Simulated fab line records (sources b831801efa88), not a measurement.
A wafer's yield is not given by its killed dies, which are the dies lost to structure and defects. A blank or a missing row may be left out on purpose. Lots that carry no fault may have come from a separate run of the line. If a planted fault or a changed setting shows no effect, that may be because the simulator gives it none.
Comparing a struck lot with a sound one | flow sky130 | 17 out of 708 route steps
Sound: wafers L419.1, L419.4, L419.6. Wafers L414.1, L414.3, L414.5 were the ones struck. The cause is named last.
Order at every step that has rows: each side's tool, ch and its chambers, its first start. Under that, the readings that differ: sound wafers | struck wafers | difference of the means | sigmas: that difference in standard deviations of wafers without a fault.
alike: same words and numbers on both sides, and readings whose means sit less than 2 such deviations apart. not compared: any withheld reading, any reading some wafer has no value for, any bound like >300 that may hide the same value, and any number with overlapping values for which the record gives no deviation.
A row with sigmas, a row that says differs or no value, or rows on one side alone: a step with any of these is where the two part. Numbers that have no deviation but don't overlap get no sigmas and don't part them. Lack of a reading on every wafer of one side parts them only where that side has two or more wafers.

first, 3 steps without rows for these wafers: SKY_SONOS_ONO_WET_ETCH_18 (etches Si3N4 in H3PO4, target depth 15 nm, time 172 s); SKY_GATE_OXIDE_CLEAN_00 (cleans in SC1/SC2, time 150 s); SKY_GATE_OXIDE_OXIDATION_01 (stabilise 600 s, purge 300 s, target thk 10.268 nm).
SKY_GATE_OXIDE_THK_MEAS_02:
  struck on filmMetro-04, day 16 18:02; sound on filmMetro-02, day 17 14:01
  alike: GATE_OXIDE_OXIDATION_00_THK
then, 7 steps without rows for these wafers: SKY_GATE_OXIDE_DEHYDRATE_03 (time 60 s); SKY_GATE_OXIDE_HMDS_04 (prime time 60 s); SKY_GATE_OXIDE_COAT_05 (resist thk 1140 nm); SKY_GATE_OXIDE_SOFTBAKE_06 (time 60 s); SKY_GATE_OXIDE_EXPOSE_07 (exposes mask LVOM, target cd 600 nm); SKY_GATE_OXIDE_PEB_08; SKY_GATE_OXIDE_DEVELOP_09 (develop time 60 s).
SKY_GATE_OXIDE_OVL_MEAS_10:
  struck on overlay-01, day 17 23:25; sound on overlay-01, day 18 19:13
  alike: GATE_OXIDE_OVL
SKY_GATE_OXIDE_IMPLANT_11:
  struck on implanter-03, day 17 23:28; sound on implanter-02 ch 0, day 18 19:16
  no value came back on the struck wafers for beamEnergyKeV, beamOnS (s); on the sound wafers beamEnergyKeV reads 9.9992 9.9996 9.9999
then, 1 step without rows for these wafers: SKY_GATE_OXIDE_WET_ETCH_12 (etches SiO2 in dHF, target depth 16.8 nm, time 336 s).
SKY_GATE_OXIDE_STRIP_13: strips in O2/N2.
  sound on plasmaAsher-01 ch 0,1, day 18 19:31; struck on plasmaAsher-04 ch 0,1, day 17 23:43
  alike: drypumpMotorCurrentA, oesProductAu, stripTimeToEndpointS
  not compared: rfHoursCounterH
SKY_GATE_OXIDE_TW_MEAS_14:
  struck on filmMetro-02, day 17 23:49; sound on filmMetro-02, day 18 19:37
reading       | sound             | struck         | difference | sigmas
GATE_OXIDE_TW | 221.3 220.9 220.7 | 29.7 29.7 29.7 | -191.3     | -87
then, 1 step without rows for these wafers: SKY_GATE_OXIDE_CLEAN_15 (cleans in SC1/SC2, time 150 s).

## WHERE THEY PART
At SKY_GATE_OXIDE_IMPLANT_11 first; at SKY_GATE_OXIDE_TW_MEAS_14 last (within this record only).

WHY: whatever the simulator had introduced
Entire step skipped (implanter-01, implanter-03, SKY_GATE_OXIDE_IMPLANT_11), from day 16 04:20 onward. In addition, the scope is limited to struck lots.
